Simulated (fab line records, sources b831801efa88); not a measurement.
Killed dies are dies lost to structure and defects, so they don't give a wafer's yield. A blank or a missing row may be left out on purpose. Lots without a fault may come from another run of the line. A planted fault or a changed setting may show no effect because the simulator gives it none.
Which tool did it? | flow gf180mcu | 6 lots, 18 wafers sampled, at 2 steps of a route of 602

WHAT THE GAUGES READ, wafer by wafer
GF_V3_THK_MEAS_03.
lot  | measured     | on            | V3_CVD_02_THK (nm)
L348 | day 22 01:47 | film_metro-04 | 851 869 860
L353 | day 24 01:10 | film_metro-04 | 843 848 855
L355 | day 24 23:12 | film_metro-02 | 846 865 861
L359 | day 26 00:03 | film_metro-03 | 851 854 1203
L361 | day 26 18:52 | film_metro-02 | 854 861 867
L369 | day 28 18:24 | film_metro-04 | 844 839 835

WHICH TOOL RAN EACH LOT (tool, then ch and the chambers of the sampled wafers, then the start)
lot  | GF_V3_CVD_02
L348 | pecvd-04 ch 0,1,2, day 22 01:41
L353 | pecvd-01 ch 1, day 24 01:04
L355 | pecvd-04 ch 0,1,2, day 24 23:07
L359 | pecvd-04 ch 0,1,2, day 25 23:59
L361 | pecvd-02 ch 0,1,2, day 26 18:47
L369 | pecvd-01 ch 0,1,2, day 28 18:20
- GF_V3_CVD_02: deposits SiO2 from TEOS, target thk 850 nm, time 94.851 s.

THE ANSWER, worked out from the rows above alone
Rule: what is usual is taken from the lots themselves. Put in order of their means at a reading, lots are off if they are a third of the lots or fewer, leave a main group of 4 or more, and stand apart from it by a gap of 3 or more times the standard deviation of the main group's means; of several such gaps the widest counts. A main group whose means are all the same, to the digits that the tables above print for the reading, isn't used. A lot without any number at a reading at which 4 lots or more have one is off too. The other lots that the step has rows for count as sound.
Off: L359, at GF_V3_THK_MEAS_03 (V3_CVD_02_THK). The main group: mean 853 nm, standard deviation 8.1.
A tool fits if, at a process step before that reading, it ran every lot that is off, and no sound lot after the first of them. The gauges at GF_V3_THK_MEAS_03 are tried like those tools. Can't be told from this: 2 tools fit, pecvd-04 at GF_V3_CVD_02, film_metro-03 at GF_V3_THK_MEAS_03.

WHAT THE SIMULATOR HAD PUT IN
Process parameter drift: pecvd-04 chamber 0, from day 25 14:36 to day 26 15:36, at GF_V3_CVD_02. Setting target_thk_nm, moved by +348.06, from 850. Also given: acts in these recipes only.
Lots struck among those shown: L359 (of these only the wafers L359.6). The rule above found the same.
